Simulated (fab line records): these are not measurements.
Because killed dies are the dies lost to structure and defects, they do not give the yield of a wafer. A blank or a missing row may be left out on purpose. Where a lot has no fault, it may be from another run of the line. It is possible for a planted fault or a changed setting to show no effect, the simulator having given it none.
fab line records | flow gf180mcu
record: lots: 11 | wafers: 31 | last-day: 34
route steps=602 shown CONTACT@305 V1@337
lots that met no fault: from a run of the same line without faults
start-h: the number of hours between the record's first day and the start of the first shown wafer of the lot | wait-h: hours from the lot's prior step to this one | " identical to the entry in the row above | L1.1+2: one row covering several wafers at once | - either no value or no given start | * or withheld: withheld | < > ~ a bound
route shown NAME@n: NAME is a module with steps in the file, n the number in the route of the first one | usual: mean/standard deviation of fault-free wafers | same: alike in all rows | chamber/n: place in a boat | sites: each site's reading | _std_site: the values' standard deviation | _edge_site: outer sites' mean less inner sites' | radius-mm: how far each site lies from the wafer's centre | mask NAME#n: copy n | behind: the tool/chamber that last shaped the wafer | hold: what put the lot on hold/how long, in hours/how the hold closed | device: names the non-switching transistor (n, p or np) | end of line: the route-end tests of the same wafers | step lacking rows: just its recipe | killed: at the first sort, the dies lost to defects and structure; wafer yield is something else | map: shows each die of a wafer: x if killed, . if not, _ if none is there
set.NAME: setting as actually run; set.NAME@STEP: the setting as run at that earlier step | model.NAME: the simulator's own value behind a step, which no gauge read
the route's steps for a sample of lots (tables are steps, rows are wafers)
services: when a tool's chamber went out of use (start-h, in hours from the record's first day, below 0 if earlier), for how many hours, and the reason
== steps ==
step: GF_CONTACT_STRIP_18
recipe: chemistry: O2/N2 | power-w: 1400 | pressure-mtorr: 1500 | platen-temp-c: 250 | o2-flow-sccm: 3000 | n2-flow-sccm: 300 | overash-fraction: 0.5
usual: drypump-motor-current-A: 5.7/0.31 | heater-power-w: 324/25 | oes-product-au: 0.580/0.0051
same: overash-fraction: 0.5
lot.wafer | tool            | chamber | start-h | wait-h | drypump-motor-current-A | heater-power-w | oes-product-au | rf-hours-counter-h
L776.2    | plasma-asher-04 | 1       | 363.02  | -      | 4.9                     | 303            | 0.580          | 26
L776.4    | "               | 1       | "       | "      | 4.9                     | 297            | 0.578          | -
L776.5    | "               | 1       | "       | "      | 4.9                     | 304            | 0.581          | -
L778.1    | plasma-asher-01 | 0       | 382.52  | -      | 6.0                     | 274            | 0.583          | 74
L778.2    | "               | 1       | "       | "      | 5.8                     | 340            | 0.577          | 74
L778.5    | "               | 1       | "       | "      | 5.9                     | 339            | 0.586          | -
L779.1    | plasma-asher-02 | 0       | 386.21  | -      | 5.6                     | 338            | 0.581          | 58
L779.3    | "               | 1       | "       | "      | 5.6                     | 335            | 0.581          | -
L779.5    | "               | 0       | "       | "      | 5.6                     | 350            | 0.573          | -
L780.1    | plasma-asher-02 | 1       | 398.92  | -      | 5.6                     | 341            | 0.575          | 59
L780.4    | "               | 1       | "       | "      | 5.6                     | 347            | 0.587          | -
L780.5    | "               | 0       | "       | "      | 5.6                     | 334            | 0.582          | -
L782.2    | plasma-asher-02 | 1       | 415.97  | -      | 5.6                     | 339            | 0.583          | 61
L782.4    | "               | 0       | "       | "      | 5.6                     | 335            | 0.578          | -
L782.6    | "               | 1       | "       | "      | 5.6                     | 348            | 0.594          | -
L783.3    | plasma-asher-01 | 1       | 425.10  | -      | 5.9                     | 342            | 0.578          | -
L783.5    | "               | 1       | "       | "      | 5.9                     | 335            | 0.585          | -
L783.6    | "               | 0       | "       | "      | 6.0                     | 282            | 0.583          | -
L792.1    | plasma-asher-01 | 0       | 500.32  | -      | 6.0                     | 285            | 0.577          | 88
L792.2    | "               | 1       | "       | "      | 5.8                     | 348            | 0.578          | 88
L793.1    | plasma-asher-01 | 0       | 515.48  | -      | 6.0                     | 274            | 0.578          | 89
L793.2    | "               | 1       | "       | "      | 5.9                     | 341            | 0.576          | 89
L796.1    | plasma-asher-02 | 0       | 530.12  | -      | 5.7                     | 344            | 0.583          | 72
L796.3    | "               | 0       | "       | "      | 5.6                     | 328            | 0.576          | -
L796.4    | "               | 1       | "       | "      | 5.6                     | 336            | 0.572          | -
L798.3    | plasma-asher-02 | 1       | 547.70  | -      | 5.6                     | 347            | 0.586          | -
L798.5    | "               | 1       | "       | "      | 5.6                     | 331            | 0.578          | -
L798.6    | "               | 0       | "       | "      | 5.6                     | 345            | 0.591          | -
L799.2    | plasma-asher-04 | 0       | 558.27  | -      | 6.2                     | 328            | 0.587          | 48
L799.4    | "               | 1       | "       | "      | 4.9                     | 314            | 0.581          | -
L799.5    | "               | 0       | "       | "      | 6.2                     | 327            | 0.583          | -
step: GF_CONTACT_SPUTTER_23
recipe: material: TiN | target-thk-nm: 10 | chamber-pressure-pa: 5 | power-w: 4000 | time-s: 40
usual: cathode-dc-power-W: 4000.0/0.69 | chamber-pressure-pa: 5.001/0.0097 | throttle-valve-pct: 30.1/0.86
lot.wafer | tool           | chamber | start-h | wait-h | cathode-dc-power-W | chamber-pressure-pa | throttle-valve-pct
L776.2    | pvd-sputter-02 | -       | 363.38  | 0.0    | 4000.4             | 5.000               | 30.4
L776.4    | "              | -       | "       | "      | 4000.9             | 4.997               | 31.4
L776.5    | "              | -       | "       | "      | 4000.3             | 4.998               | 31.3
L778.1    | pvd-sputter-03 | -       | 382.89  | 0.0    | 4000.8             | 4.985               | 30.2
L778.2    | "              | -       | "       | "      | 3999.9             | 4.983               | 30.7
L778.5    | "              | -       | "       | "      | 4000.3             | 4.985               | 29.8
L779.1    | pvd-sputter-03 | -       | 386.59  | 0.0    | 3999.9             | 4.984               | 30.3
L779.3    | "              | -       | "       | "      | 4000.2             | 4.997               | 29.9
L779.5    | "              | -       | "       | "      | 3999.4             | 4.997               | 30.1
L780.1    | pvd-sputter-01 | -       | 399.28  | 0.0    | 3999.7             | 5.016               | 30.0
L780.4    | "              | -       | "       | "      | 3998.9             | 5.011               | 30.9
L780.5    | "              | -       | "       | "      | 3999.4             | 5.012               | 27.6
L782.2    | pvd-sputter-03 | -       | 416.33  | 0.0    | 4000.7             | 5.007               | 30.9
L782.4    | "              | -       | "       | "      | 3999.5             | 5.008               | 30.2
L782.6    | "              | -       | "       | "      | 4000.5             | 5.011               | 30.3
L783.3    | pvd-sputter-03 | -       | 425.43  | 0.0    | 3999.3             | 5.008               | 29.9
L783.5    | "              | -       | "       | "      | 4000.5             | 4.990               | 31.0
L783.6    | "              | -       | "       | "      | 3999.8             | 5.003               | 30.4
L792.1    | pvd-sputter-02 | -       | 500.68  | 0.0    | 4000.6             | 4.977               | 28.7
L792.2    | "              | -       | "       | "      | 3999.6             | 5.000               | 30.7
L793.1    | pvd-sputter-03 | -       | 515.83  | 0.0    | 3999.8             | 4.991               | 30.9
L793.2    | "              | -       | "       | "      | 4000.4             | 4.980               | 30.3
L796.1    | pvd-sputter-03 | -       | 530.50  | 0.0    | 4000.6             | 4.996               | 30.1
L796.3    | "              | -       | "       | "      | 4000.5             | 4.996               | 29.8
L796.4    | "              | -       | "       | "      | 4000.6             | 5.018               | 30.1
L798.3    | pvd-sputter-03 | -       | 548.05  | 0.0    | 3999.5             | 5.006               | 30.7
L798.5    | "              | -       | "       | "      | 3999.6             | 4.993               | 29.8
L798.6    | "              | -       | "       | "      | 4001.6             | 5.000               | 29.7
L799.2    | pvd-sputter-02 | -       | 558.63  | 0.0    | 3999.7             | 5.012               | 30.0
L799.4    | "              | -       | "       | "      | 4000.1             | 4.992               | 31.2
L799.5    | "              | -       | "       | "      | 3999.2             | 5.009               | 28.9
step: GF_V1_CVD_02
recipe: material: SiO2 | target-thk-nm: 850 | precursor: TEOS | temp-c: 400 | time-s: 94.851 | rf-w: 600
usual: heater-power-w: 614/92 | run-length-s: 123.1/0.41
lot.wafer | tool     | chamber | start-h | wait-h | heater-power-w | run-length-s | since-wet-clean-h
L776.2    | pecvd-03 | 2       | 387.50  | 0.0    | 623            | 122.9        | 5
L776.4    | "        | 1       | "       | "      | 722            | 123.0        | -
L776.5    | "        | 0       | "       | "      | 461            | 123.0        | -
L778.1    | pecvd-02 | 2       | 407.55  | 0.1    | 689            | 123.1        | 233
L778.2    | "        | 1       | "       | "      | 564            | 123.7        | 233
L778.5    | "        | 2       | "       | "      | 609            | 123.9        | -
L779.1    | pecvd-01 | 2       | 411.20  | 0.1    | 599            | 123.3        | 653
L779.3    | "        | 0       | "       | "      | 619            | 122.9        | 653
L779.5    | "        | 1       | "       | "      | 819            | 122.4        | -
L780.1    | pecvd-02 | 2       | 424.44  | 0.1    | 606            | 123.6        | 250
L780.4    | "        | 0       | "       | "      | 518            | 123.3        | -
L780.5    | "        | 1       | "       | "      | 573            | 123.3        | -
L782.2    | pecvd-03 | 0       | 442.56  | 0.0    | 466            | 123.3        | 60
L782.4    | "        | 0       | "       | "      | 516            | 122.8        | -
L782.6    | "        | 1       | "       | "      | 751            | 122.7        | -
L783.3    | pecvd-03 | 1       | 452.18  | 0.0    | 680            | 122.7        | 69
L783.5    | "        | 1       | "       | "      | 723            | 123.1        | -
L783.6    | "        | 2       | "       | "      | 496            | 123.6        | -
L792.1    | pecvd-03 | 1       | 525.64  | 0.1    | 687            | 131.4        | 143
L792.2    | "        | 2       | "       | "      | 612            | 122.8        | 143
L793.1    | pecvd-03 | 2       | 539.78  | 0.1    | 531            | 131.0        | 157
L793.2    | "        | 1       | "       | "      | 653            | 122.6        | 157
L796.1    | pecvd-01 | 1       | 555.03  | 0.1    | 722            | 122.7        | 797
L796.3    | "        | 2       | "       | "      | 632            | 123.2        | 797
L796.4    | "        | 0       | "       | "      | 697            | 122.7        | -
L798.3    | pecvd-02 | 1       | 572.32  | 0.0    | 567            | 123.5        | 398
L798.5    | "        | 1       | "       | "      | 448            | 123.3        | -
L798.6    | "        | 0       | "       | "      | 590            | 123.8        | -
L799.2    | pecvd-02 | 0       | 582.29  | 0.0    | 579            | 122.9        | 408
L799.4    | "        | 1       | "       | "      | 557            | 123.2        | -
L799.5    | "        | 0       | "       | "      | 642            | 122.9        | -
step: GF_V1_THK_MEAS_03
recipe: reads: SiO2_of_V1_CVD_02
usual: V1_CVD_02_THK: 846/13
lot.wafer | tool          | chamber | start-h | wait-h | V1_CVD_02_THK[nm]
L776.2    | film-metro-02 | -       | 387.58  | 0.0    | 823
L776.4    | "             | -       | "       | "      | 837
L776.5    | "             | -       | "       | "      | 840
L778.1    | film-metro-01 | -       | 407.66  | 0.1    | 830
L778.2    | "             | -       | "       | "      | 854
L778.5    | "             | -       | "       | "      | 847
L779.1    | film-metro-02 | -       | 411.27  | 0.0    | 847
L779.3    | "             | -       | "       | "      | 847
L779.5    | "             | -       | "       | "      | 864
L780.1    | film-metro-02 | -       | 424.51  | 0.0    | 837
L780.4    | "             | -       | "       | "      | 864
L780.5    | "             | -       | "       | "      | 868
L782.2    | film-metro-03 | -       | 442.67  | 0.1    | 824
L782.4    | "             | -       | "       | "      | 831
L782.6    | "             | -       | "       | "      | 835
L783.3    | film-metro-03 | -       | 452.27  | 0.1    | 827
L783.5    | "             | -       | "       | "      | 833
L783.6    | "             | -       | "       | "      | 850
L792.1    | film-metro-03 | -       | 525.74  | 0.1    | 918
L792.2    | "             | -       | "       | "      | 848
L793.1    | film-metro-01 | -       | 539.88  | 0.1    | 907
L793.2    | "             | -       | "       | "      | 832
L796.1    | film-metro-03 | -       | 555.10  | 0.0    | 844
L796.3    | "             | -       | "       | "      | 837
L796.4    | "             | -       | "       | "      | 837
L798.3    | film-metro-03 | -       | 572.41  | 0.1    | 861
L798.5    | "             | -       | "       | "      | 874
L798.6    | "             | -       | "       | "      | 876
L799.2    | film-metro-01 | -       | 582.37  | 0.0    | 851
L799.4    | "             | -       | "       | "      | 868
L799.5    | "             | -       | "       | "      | 861
step: GF_V1_CMP_04
recipe: material: SiO2 | down-force-psi: 4 | platen-rpm: 60 | pad-velocity-m-s: 0.94248
usual: head-pressure-psi: 4.000/0.01 | motor-current-A: 12.1/1.3 | slurry-flow-ml-min: 149.9/0.44 | time-to-endpoint-s: 79/6.1
lot.wafer | tool   | chamber | start-h | wait-h | head-pressure-psi | motor-current-A | slurry-flow-ml-min | time-to-endpoint-s
L776.2    | cmp-01 | 2       | 387.73  | 0.1    | 3.997             | 10.5            | 150.0              | 71
L776.4    | "      | 3       | "       | "      | 4.015             | 12.6            | 150.1              | 80
L776.5    | "      | 0       | "       | "      | 3.981             | 11.3            | 149.3              | 75
L778.1    | cmp-02 | 1       | 407.72  | 0.1    | 3.987             | 11.8            | 149.1              | 71
L778.2    | "      | 2       | "       | "      | 4.003             | 10.5            | 150.0              | 80
L778.5    | "      | 2       | "       | "      | 3.997             | 10.5            | 150.0              | 77
L779.3    | cmp-01 | 3       | 411.38  | 0.1    | 4.007             | 13.6            | 150.5              | 74
L779.1    | "      | 1       | "       | "      | 4.010             | 14.3            | 150.5              | 75
L779.5    | "      | 2       | "       | "      | 4.020             | 10.7            | 148.9              | 78
L780.4    | cmp-01 | 1       | 424.57  | 0.0    | 4.009             | 13.9            | 149.3              | 85
L780.1    | "      | 0       | "       | "      | 4.020             | 11.2            | 149.8              | 70
L780.5    | "      | 2       | "       | "      | 3.995             | 10.6            | 149.4              | 82
L782.2    | cmp-01 | 0       | 442.82  | 0.1    | 4.004             | 10.7            | 150.2              | 67
L782.4    | "      | 1       | "       | "      | 3.997             | 14.0            | 150.3              | 74
L782.6    | "      | 3       | "       | "      | 4.001             | 13.0            | 149.6              | 73
L783.3    | cmp-01 | 3       | 452.31  | 0.0    | 4.004             | 12.7            | 150.3              | 66
L783.6    | "      | 3       | "       | "      | 3.992             | 13.2            | 149.1              | 75
L783.5    | "      | 0       | "       | "      | 4.006             | 11.3            | 150.4              | 66
L792.1    | cmp-02 | 2       | 525.85  | 0.1    | 3.997             | 10.7            | 150.5              | 105
L792.2    | "      | 3       | "       | "      | 3.991             | 13.9            | 149.8              | 83
L793.2    | cmp-01 | 2       | 539.94  | 0.0    | 3.991             | 9.9             | 149.1              | 77
L793.1    | "      | 1       | "       | "      | 4.010             | 13.8            | 150.4              | 108
L796.1    | cmp-01 | 0       | 555.16  | 0.1    | 3.997             | 11.4            | 149.4              | 75
L796.3    | "      | 2       | "       | "      | 3.998             | 10.4            | 149.7              | 76
L796.4    | "      | 3       | "       | "      | 3.981             | 12.3            | 149.1              | 75
L798.3    | cmp-01 | 0       | 572.55  | 0.1    | 3.984             | 11.1            | 149.3              | 83
L798.5    | "      | 2       | "       | "      | 4.020             | 10.2            | 150.0              | 91
L798.6    | "      | 3       | "       | "      | 4.003             | 12.8            | 150.8              | 91
L799.2    | cmp-02 | 3       | 582.65  | 0.3    | 4.017             | 13.5            | 149.8              | 82
L799.4    | "      | 1       | "       | "      | 4.016             | 11.6            | 150.0              | 83
L799.5    | "      | 3       | "       | "      | 3.998             | 13.8            | 150.0              | 83
step: GF_V1_STRIP_18
recipe: chemistry: O2/N2 | power-w: 1400 | pressure-mtorr: 1500 | platen-temp-c: 250 | o2-flow-sccm: 3000 | n2-flow-sccm: 300 | overash-fraction: 0.5
usual: drypump-motor-current-A: 5.7/0.51 | heater-power-w: 320/14 | oes-product-au: 0.593/0.0051
same: overash-fraction: 0.5
lot.wafer | tool            | chamber | start-h | wait-h | drypump-motor-current-A | heater-power-w | oes-product-au | rf-hours-counter-h
L776.2    | plasma-asher-04 | 0       | 411.19  | -      | 6.3                     | 330            | 0.594          | 31
L776.4    | "               | 0       | "       | "      | 6.2                     | 330            | 0.599          | -
L776.5    | "               | 1       | "       | "      | 4.9                     | 304            | 0.595          | -
L778.1    | plasma-asher-04 | 0       | 431.53  | -      | 6.3                     | 337            | 0.598          | 34
L778.2    | "               | 1       | "       | "      | 4.9                     | 300            | 0.590          | 34
L778.5    | "               | 1       | "       | "      | 4.9                     | 303            | 0.594          | -
L779.1    | plasma-asher-04 | 1       | 436.08  | -      | 4.9                     | 318            | 0.598          | 35
L779.3    | "               | 1       | "       | "      | 5.0                     | 303            | 0.592          | -
L779.5    | "               | 0       | "       | "      | 6.2                     | 335            | 0.597          | -
L780.1    | plasma-asher-03 | 0       | 449.49  | -      | 6.0                     | 317            | 0.594          | 2
L780.4    | "               | 1       | "       | "      | 5.8                     | 311            | 0.591          | -
L780.5    | "               | 0       | "       | "      | 6.0                     | 317            | 0.589          | -
L782.2    | plasma-asher-02 | 0       | 467.24  | -      | 5.7                     | 340            | 0.588          | 66
L782.4    | "               | 0       | "       | "      | 5.6                     | 330            | 0.594          | -
L782.6    | "               | 1       | "       | "      | 5.6                     | 334            | 0.594          | -
L783.3    | plasma-asher-02 | 1       | 477.62  | -      | 5.6                     | 341            | 0.596          | -
L783.5    | "               | 0       | "       | "      | 5.6                     | 343            | 0.596          | -
L783.6    | "               | 1       | "       | "      | 5.6                     | 341            | 0.595          | -
L792.1    | plasma-asher-03 | 0       | 548.58  | -      | 6.0                     | 313            | 0.589          | 12
L792.2    | "               | 1       | "       | "      | 5.8                     | 309            | 0.600          | 12
L793.1    | plasma-asher-02 | 1       | 562.29  | -      | 5.6                     | 327            | 0.592          | 75
L793.2    | "               | 0       | "       | "      | 5.7                     | 334            | 0.585          | 75
L796.1    | plasma-asher-03 | 0       | 577.68  | -      | 6.0                     | 312            | 0.608          | 15
L796.3    | "               | 0       | "       | "      | 6.0                     | 322            | 0.598          | -
L796.4    | "               | 1       | "       | "      | 5.8                     | 306            | 0.595          | -
L798.3    | plasma-asher-03 | 1       | 594.67  | -      | 5.8                     | 310            | 0.603          | -
L798.5    | "               | 0       | "       | "      | 6.0                     | 310            | 0.595          | -
L798.6    | "               | 1       | "       | "      | 5.8                     | 316            | 0.589          | -
L799.2    | plasma-asher-04 | 1       | 604.09  | -      | 5.0                     | 295            | 0.589          | 53
L799.4    | "               | 0       | "       | "      | 6.3                     | 328            | 0.586          | -
L799.5    | "               | 0       | "       | "      | 6.3                     | 342            | 0.586          | -
== services ==
tool            | chamber | start-h | hours | kind
pecvd-03        | -       | 354.32  | 9.8   | repair
plasma-asher-04 | -       | 354.91  | 0.9   | repair
pecvd-03        | -       | 368.88  | 14.0  | pm
pecvd-02        | 0       | 399.89  | 16.1  | repair
cmp-01          | -       | 404.00  | 4.0   | pm
plasma-asher-04 | -       | 416.50  | 0.6   | repair
plasma-asher-03 | -       | 421.25  | 9.0   | pm
pecvd-03        | 2       | 431.83  | 14.3  | repair
pecvd-02        | 0       | 441.99  | 4.9   | repair
plasma-asher-02 | -       | 452.31  | 4.1   | repair
pecvd-02        | -       | 455.02  | 0.7   | repair
cmp-01          | -       | 472.05  | 0.4   | repair
cmp-01          | -       | 476.36  | 2.2   | repair
plasma-asher-02 | -       | 503.95  | 2.0   | repair
pecvd-03        | 0       | 512.72  | 28.4  | repair
pecvd-03        | 1       | 517.25  | 6.8   | repair
plasma-asher-04 | -       | 552.38  | 2.8   | pm
pecvd-02        | -       | 553.20  | 0.3   | repair
pecvd-02        | -       | 560.18  | 3.0   | repair
cmp-01          | -       | 564.45  | 3.0   | repair
pvd-sputter-03  | -       | 566.41  | 1.1   | repair
pecvd-03        | -       | 572.40  | 0.8   | pm
pvd-sputter-03  | -       | 594.09  | 1.0   | repair
pvd-sputter-03  | -       | 601.55  | 2.7   | repair
== key ==
first-sign: step: GF_V1_CVD_02 | reading: run-length-s | direction: up | sigmas: 20 | usual: * | struck: *
effect: step: GF_V1_THK_MEAS_03 | reading: V1_CVD_02_THK | direction: up | sigmas: 5.3 | usual: 846 | struck: 913
effect: step: GF_V1_CMP_04 | reading: time-to-endpoint-s | direction: up | sigmas: 4.5 | usual: * | struck: *
met-at GF_V1_CVD_02
struck-lots L792,L793
struck-wafers L792.1,L793.1
not-acting-at GF_CONTACT_STRIP_18,GF_CONTACT_SPUTTER_23,GF_V1_STRIP_18
onset-between 452.18 525.64
fault: kind: process-parameter-drift | tool: pecvd-03 | chamber: - | onset-h: 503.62 | steps: GF_V1_CVD_02 | channel: time-s | offset: * | shape: step | end-h: 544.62 | scope: struck-wafers-only | acts-in: * | stated: *
